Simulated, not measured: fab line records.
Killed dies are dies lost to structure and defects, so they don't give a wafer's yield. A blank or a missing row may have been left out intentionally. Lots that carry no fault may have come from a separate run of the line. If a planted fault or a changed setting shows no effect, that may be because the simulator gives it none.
Which tool is to blame? | flow sky130 | 45 wafers from 15 lots sampled at 5 of the route's 708 steps

== WHAT THE GAUGES READ, wafer by wafer ==
SKY_VIA3_BOW_MEAS_03. Usual: VIA3_BOW gives 80 um (standard deviation 7.9).
lot  | measured     | on            | VIA3_BOW (um) | flag
L176 | day 39 06:19 | film-metro-01 | 79 90 84      |
L177 | day 39 14:56 | film-metro-01 | 80 80 80      |
L178 | day 40 09:50 | film-metro-01 | 78 76 81      |
L179 | day 40 11:37 | film-metro-01 | 86 79 81      |
L180 | day 40 19:19 | film-metro-01 | 74 92 88      |
L181 | day 41 15:49 | film-metro-01 | 74 72 78      |
L184 | day 41 21:55 | film-metro-03 | 78 78 79      |
L187 | day 43 12:26 | film-metro-03 | 81 80 85      |
L190 | day 43 19:42 | film-metro-04 | 79 70 77      |
L192 | day 43 22:55 | film-metro-03 | 71 75 72      |
L193 | day 44 04:51 | film-metro-04 | 76 82 75      |
L196 | day 45 03:51 | film-metro-04 | 94 83 82      |

== TOOL THAT RAN EACH LOT (tool first, then ch and the chambers of the sampled wafers, then the start) ==
lot  | SKY_METAL3_SPUTTER_01        | SKY_METAL3_SPUTTER_04        | SKY_METAL3_METAL_ETCH_18          | SKY_METAL3_STRIP_19
L176 | pvd-sputter-01, day 37 02:02 | pvd-sputter-01, day 37 02:07 | rie-metal-03 ch 1, day 39 04:58   | plasma-asher-03 ch 0,1, day 39 05:08
L177 | pvd-sputter-03, day 37 08:11 | pvd-sputter-03, day 37 08:16 | rie-metal-01 ch 0,1, day 39 11:46 | plasma-asher-04 ch 0,1, day 39 11:56
L178 | pvd-sputter-01, day 38 07:08 | pvd-sputter-01, day 38 07:13 | rie-metal-02 ch 0,1, day 40 08:32 | plasma-asher-01 ch 0,1, day 40 08:43
L179 | pvd-sputter-04, day 38 08:15 | pvd-sputter-04, day 38 08:20 | rie-metal-01 ch 0, day 40 10:14   | plasma-asher-03 ch 0, day 40 10:28
L180 | pvd-sputter-01, day 38 15:52 | pvd-sputter-01, day 38 15:57 | rie-metal-02 ch 1, day 40 18:01   | plasma-asher-04 ch 0, day 40 18:11
L181 | pvd-sputter-03, day 39 13:44 | pvd-sputter-03, day 39 13:50 | rie-metal-03 ch 0,1, day 41 14:28 | plasma-asher-04 ch 0, day 41 14:38
L184 | pvd-sputter-04, day 39 19:02 | pvd-sputter-04, day 39 19:07 | rie-metal-01 ch 0,1, day 41 20:37 | plasma-asher-03 ch 0,1, day 41 20:47
L183 | pvd-sputter-03, day 39 21:18 | pvd-sputter-03, day 39 21:23 | rie-metal-02 ch 0,1, day 41 22:45 | plasma-asher-04 ch 0,1, day 41 22:54
L182 | pvd-sputter-01, day 40 00:24 | pvd-sputter-01, day 40 00:29 | rie-metal-01 ch 0,1, day 42 01:34 | plasma-asher-03 ch 0,1, day 42 01:44
L185 | pvd-sputter-04, day 40 03:05 | pvd-sputter-04, day 40 03:10 | rie-metal-02 ch 0,1, day 42 04:17 | plasma-asher-01 ch 0,1, day 42 04:28
L187 | pvd-sputter-01, day 41 13:02 | pvd-sputter-01, day 41 13:07 | rie-metal-02 ch 0,1, day 43 11:07 | plasma-asher-04 ch 0,1, day 43 11:17
L190 | pvd-sputter-01, day 41 19:12 | pvd-sputter-01, day 41 19:17 | rie-metal-02 ch 1, day 43 18:23   | plasma-asher-01 ch 0,1, day 43 18:34
L192 | pvd-sputter-04, day 41 22:38 | pvd-sputter-04, day 41 22:43 | rie-metal-03 ch 0,1, day 43 21:29 | plasma-asher-03 ch 0,1, day 43 21:40
L193 | pvd-sputter-03, day 42 04:44 | pvd-sputter-03, day 42 04:49 | rie-metal-01 ch 0,1, day 44 03:28 | plasma-asher-04 ch 0,1, day 44 03:38
L196 | pvd-sputter-03, day 43 04:02 | pvd-sputter-03, day 43 04:07 | rie-metal-02 ch 0,1, day 45 02:34 | plasma-asher-03 ch 0,1, day 45 02:43
- SKY_METAL3_SPUTTER_01: material TiN, target thk 20 nm, time 16.7 s.
- SKY_METAL3_SPUTTER_04: material TiN, target thk 70 nm, time 58.3 s.
- SKY_METAL3_METAL_ETCH_18: etches the open film in Cl2/BCl3, stops on SiO2, target depth 845 nm, time 183.1 s.
- SKY_METAL3_STRIP_19: strips in O2/N2.

== AS READ BY THE TOOLS THEMSELVES (means over the sampled wafers that have a number; for cases with no such wafer, the mark the record gives instead) ==
SKY_METAL3_SPUTTER_01. Usual: throttle-valve-pct at 30.0 %, with a standard deviation of 0.97.
lot  | tool           | throttle-valve-pct (%) | flag
L176 | pvd-sputter-01 | 30.4                   |
L177 | pvd-sputter-03 | 30.4                   |
L178 | pvd-sputter-01 | 30.9                   |
L179 | pvd-sputter-04 | 29.8                   |
L180 | pvd-sputter-01 | 31.0                   |
L181 | pvd-sputter-03 | 30.6                   |
L184 | pvd-sputter-04 | 29.6                   |
L183 | pvd-sputter-03 | 30.7                   |
L182 | pvd-sputter-01 | 29.6                   |
L185 | pvd-sputter-04 | 29.8                   |
L187 | pvd-sputter-01 | 30.9                   |
L190 | pvd-sputter-01 | 30.2                   |
L192 | pvd-sputter-04 | 30.2                   |
L193 | pvd-sputter-03 | 29.9                   |
L196 | pvd-sputter-03 | 30.0                   |

SKY_METAL3_SPUTTER_04. Usual: throttle-valve-pct at 30.0 %, with a standard deviation of 1.
lot  | tool           | throttle-valve-pct (%) | flag
L176 | pvd-sputter-01 | 30.2                   |
L177 | pvd-sputter-03 | 30.4                   |
L178 | pvd-sputter-01 | 30.9                   |
L179 | pvd-sputter-04 | 29.6                   |
L180 | pvd-sputter-01 | 31.0                   |
L181 | pvd-sputter-03 | 30.7                   |
L184 | pvd-sputter-04 | 29.7                   |
L183 | pvd-sputter-03 | 30.9                   |
L182 | pvd-sputter-01 | 29.4                   |
L185 | pvd-sputter-04 | 29.8                   |
L187 | pvd-sputter-01 | 31.0                   |
L190 | pvd-sputter-01 | 30.0                   |
L192 | pvd-sputter-04 | 30.3                   |
L193 | pvd-sputter-03 | 30.0                   |
L196 | pvd-sputter-03 | 30.1                   |

SKY_METAL3_METAL_ETCH_18. Usual: bcl3-flow-sccm 29.99 sccm, standard deviation 0.098; bias-w 48.50 W, standard deviation 0.13; drypump-motor-current-A 5.8 A, standard deviation 0.4; oes-product-au 0.864 a.u., standard deviation 0.0066; throttle-valve-pct 22.265 %, standard deviation 0.0098.
lot  | tool         | bcl3-flow-sccm (sccm) | bias-w (W) | drypump-motor-current-A (A) | oes-product-au (a.u.) | throttle-valve-pct (%) | flag
L176 | rie-metal-03 | 29.97                 | 48.47      | 5.6                         | 0.862                 | 22.265                 |
L177 | rie-metal-01 | 30.07                 | 48.49      | 5.7                         | 0.872                 | 22.269                 |
L178 | rie-metal-02 | 30.13                 | 48.55      | 6.0                         | 0.861                 | 22.269                 |
L179 | rie-metal-01 | 29.96                 | 48.31      | 5.6                         | 0.860                 | 22.265                 |
L180 | rie-metal-02 | 29.97                 | 48.53      | 5.2                         | 0.859                 | 22.270                 |
L181 | rie-metal-03 | 30.02                 | 48.41      | 5.9                         | 0.862                 | 22.255                 |
L184 | rie-metal-01 | 30.01                 | 48.51      | 5.9                         | 0.856                 | 22.267                 |
L183 | rie-metal-02 | -                     | -          | -                           | -                     | -                      | OFF
L182 | rie-metal-01 | -                     | -          | -                           | -                     | -                      | OFF
L185 | rie-metal-02 | -                     | -          | -                           | -                     | -                      | OFF
L187 | rie-metal-02 | 29.97                 | 48.56      | 6.0                         | 0.855                 | 22.257                 |
L190 | rie-metal-02 | 29.90                 | 48.58      | 5.2                         | 0.856                 | 22.265                 |
L192 | rie-metal-03 | 30.03                 | 48.53      | 5.9                         | 0.868                 | 22.267                 |
L193 | rie-metal-01 | 29.89                 | 48.51      | 5.7                         | 0.868                 | 22.263                 |
L196 | rie-metal-02 | 29.96                 | 48.37      | 6.0                         | 0.867                 | 22.267                 |

SKY_METAL3_STRIP_19. Usual: drypump-motor-current-A 5.6 A, standard deviation 0.39; n2-flow-sccm 299.9 sccm, standard deviation 0.87; oes-product-au 0.510 a.u., standard deviation 0.0067; strip-time-to-endpoint-s 6.72 s, standard deviation 0.088.
lot  | tool            | drypump-motor-current-A (A) | n2-flow-sccm (sccm) | oes-product-au (a.u.) | strip-time-to-endpoint-s (s) | flag
L176 | plasma-asher-03 | 5.9                         | 300.1               | 0.512                 | 6.76                         |
L177 | plasma-asher-04 | 5.3                         | 299.5               | 0.514                 | 6.84                         |
L178 | plasma-asher-01 | 5.5                         | 298.3               | 0.516                 | 6.75                         |
L179 | plasma-asher-03 | 5.8                         | 300.7               | 0.509                 | 6.66                         |
L180 | plasma-asher-04 | 5.0                         | 299.9               | 0.512                 | 6.72                         |
L181 | plasma-asher-04 | 5.0                         | 300.2               | 0.507                 | 6.76                         |
L184 | plasma-asher-03 | 5.9                         | 300.4               | 0.510                 | 6.72                         |
L183 | plasma-asher-04 | 5.3                         | 299.9               | 0.710                 | 11.99                        | OFF
L182 | plasma-asher-03 | 5.9                         | 300.1               | 0.713                 | 11.98                        | OFF
L185 | plasma-asher-01 | 5.6                         | 299.4               | 0.715                 | 11.92                        | OFF
L187 | plasma-asher-04 | 5.6                         | 300.6               | 0.508                 | 6.71                         |
L190 | plasma-asher-01 | 5.6                         | 300.7               | 0.499                 | 6.59                         |
L192 | plasma-asher-03 | 5.9                         | 300.3               | 0.515                 | 6.74                         |
L193 | plasma-asher-04 | 5.3                         | 300.3               | 0.509                 | 6.63                         |
L196 | plasma-asher-03 | 5.9                         | 299.6               | 0.506                 | 6.67                         |

== THE ANSWER, worked out from the rows above alone ==
Rule: lot off if the mean of its wafers having a number is beyond 3 standard deviations from the usual mean. Also off: a lot with no number at a reading for which 4 or more lots have one. Where the step has rows for the other lots, those lots are counted as sound. After the gauges, taken in route order, come the tools' own readings; for these a lot's mean is taken, as printed above. At the first step where some lot is off, the reading lying furthest off is the one used; lots without a number count as furthest.
Off, at SKY_METAL3_METAL_ETCH_18 on bcl3-flow-sccm: L183, L182, L185. Without a number there: L183, L182, L185.
If a tool, at that step or one of the process steps before it, ran each lot that is off and ran no sound lot following the first of them, it fits. No candidate that was tried fits.

== WHAT THE SIMULATOR HAD INSERTED ==
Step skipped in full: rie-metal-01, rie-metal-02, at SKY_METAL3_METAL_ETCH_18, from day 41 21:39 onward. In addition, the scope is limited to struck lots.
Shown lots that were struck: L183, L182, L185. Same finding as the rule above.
